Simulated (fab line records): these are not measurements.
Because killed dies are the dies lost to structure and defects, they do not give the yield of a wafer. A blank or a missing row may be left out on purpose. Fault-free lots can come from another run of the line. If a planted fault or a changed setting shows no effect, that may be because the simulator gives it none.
A struck lot beside a sound one | flow sky130 | 43 steps out of a route of 708
Sound: the wafers L292.2, L292.4, L292.5. The struck wafers were L284.1, L284.4, L284.6. The cause is given at the end.
Each step with rows lists, per side, the tool, then ch with its chambers, then its first start. Under that, the readings that differ: sound wafers | struck wafers | difference of the means | sigmas: that difference in standard deviations of wafers without a fault.
alike: words and numbers the same on both sides, and readings whose means are apart by under 2 such deviations; not compared: readings that were withheld, readings missing a value for some wafer, numbers with overlapping values and no deviation given by the record, and bounds like >300 which may hide the same value.
The two part at a step that has a row with sigmas, a row that says differs or no value, or rows on one side only. Non-overlapping numbers with no deviation appear without sigmas and do not part them. A reading missing from all wafers of one side parts the sides only when that side holds two or more wafers.

first, 8 steps without rows for these wafers: SKY_DNWELL_DEHYDRATE_00 (time 60 s); SKY_DNWELL_HMDS_01 (prime time 60 s); SKY_DNWELL_COAT_02 (resist thk 3000 nm); SKY_DNWELL_SOFTBAKE_03; SKY_DNWELL_EXPOSE_04 (exposes mask DNM, target cd 3000 nm); SKY_DNWELL_PEB_05; SKY_DNWELL_DEVELOP_06 (develop time 60 s); SKY_DNWELL_IMPLANT_07.
SKY_DNWELL_STRIP_08: strips in O2/N2.
  sound on plasma_asher-03 ch 0,1, day 7 10:16; struck on plasma_asher-03 ch 0, day 5 14:35
  alike: drypump_motor_current_A, oes_product_au, strip_time_to_endpoint_s
  not compared: rf_hours_counter_h
SKY_DNWELL_TW_MEAS_09:
  sound on film_metro-02, day 7 10:22; struck on film_metro-02, day 5 14:41
  alike: DNWELL_TW
then, 2 steps without rows for these wafers: SKY_PWDE_DEHYDRATE_00 (time 60 s); SKY_PWDE_HMDS_01 (prime time 60 s).
SKY_PWDE_COAT_02: resist thk 3000 nm.
  struck on litho_track-04, day 5 23:46; sound on litho_track-02 ch 0, day 7 20:16
  no value came back on the struck wafers for chill_plate_temp_C (C), dispense_pressure_kPa (kPa); on the sound wafers chill_plate_temp_C (C) reads 23.06 22.97 22.97
then, 4 steps without rows for these wafers: SKY_PWDE_SOFTBAKE_03; SKY_PWDE_EXPOSE_04 (exposes mask PWDEM, target cd 840 nm); SKY_PWDE_PEB_05; SKY_PWDE_DEVELOP_06 (develop time 60 s).
SKY_PWDE_OVL_MEAS_07:
  sound on overlay-01, day 8 06:28; struck on overlay-01, day 6 08:34
  reading       | sound          | struck | difference                    | sigmas
  PWDE_OVL (nm) | -1.1 -2.3 -1.6 | - - -  | no value on the struck wafers |
after that, 1 step had no rows for these wafers: SKY_PWDE_IMPLANT_08.
SKY_PWDE_STRIP_09: strips in O2/N2.
  sound on plasma_asher-01 ch 0,1, day 8 06:49; struck on plasma_asher-04 ch 0,1, day 6 08:44
  no value came back on the struck wafers for oes_product_au (a.u.), strip_time_to_endpoint_s (s); on the sound wafers oes_product_au (a.u.) reads 0.711 0.722 0.724
  alike: drypump_motor_current_A
  not compared: rf_hours_counter_h
SKY_PWDE_TW_MEAS_10:
  sound on film_metro-02, day 8 06:56; struck on film_metro-04, day 6 08:50
  alike: PWDE_TW
then, 7 steps without rows for these wafers: SKY_NWELL_DEHYDRATE_03 (time 60 s); SKY_NWELL_HMDS_04 (prime time 60 s); SKY_NWELL_COAT_05 (resist thk 3000 nm); SKY_NWELL_SOFTBAKE_06; SKY_NWELL_EXPOSE_07 (exposes mask NWM, target cd 840 nm); SKY_NWELL_PEB_08; SKY_NWELL_DEVELOP_09 (develop time 60 s).
SKY_NWELL_OVL_MEAS_10:
  sound on overlay-01, day 9 04:28; struck on overlay-02, day 7 03:49
  alike: NWELL_00_OVL
then, 3 steps without rows for these wafers: SKY_NWELL_IMPLANT_11; SKY_NWELL_IMPLANT_12; SKY_NWELL_IMPLANT_13.
SKY_NWELL_STRIP_14: strips in O2/N2.
  sound on plasma_asher-02 ch 0, day 9 04:56; struck on plasma_asher-01 ch 1, day 7 04:17
  alike: drypump_motor_current_A, oes_product_au, strip_time_to_endpoint_s
  not compared: rf_hours_counter_h
SKY_NWELL_TW_MEAS_15:
  sound on film_metro-02, day 9 05:03; struck on film_metro-01, day 7 04:23
  alike: NWELL_TW
then, 7 steps without rows for these wafers: SKY_NWELL_DEHYDRATE_16 (time 60 s); SKY_NWELL_HMDS_17 (prime time 60 s); SKY_NWELL_COAT_18 (resist thk 3000 nm); SKY_NWELL_SOFTBAKE_19; SKY_NWELL_EXPOSE_20 (exposes mask NWM COMPLEMENT, target cd 840 nm); SKY_NWELL_PEB_21; SKY_NWELL_DEVELOP_22 (develop time 60 s).
SKY_NWELL_OVL_MEAS_23:
  sound on overlay-02, day 10 02:25; struck on overlay-02, day 8 00:52
  alike: NWELL_01_OVL
SKY_NWELL_TW_MEAS_26:
  sound on film_metro-02, day 10 02:42; struck on film_metro-01, day 8 01:08
  reading    | sound             | struck            | difference | sigmas
  NWELL_2_TW | 498.1 498.7 498.4 | 558.4 554.2 557.1 | +58.2      | +22

== WHERE THEY PART ==
At SKY_PWDE_COAT_02 first; at SKY_NWELL_TW_MEAS_26 last (within this record only).

WHY: what had been put in by the simulator
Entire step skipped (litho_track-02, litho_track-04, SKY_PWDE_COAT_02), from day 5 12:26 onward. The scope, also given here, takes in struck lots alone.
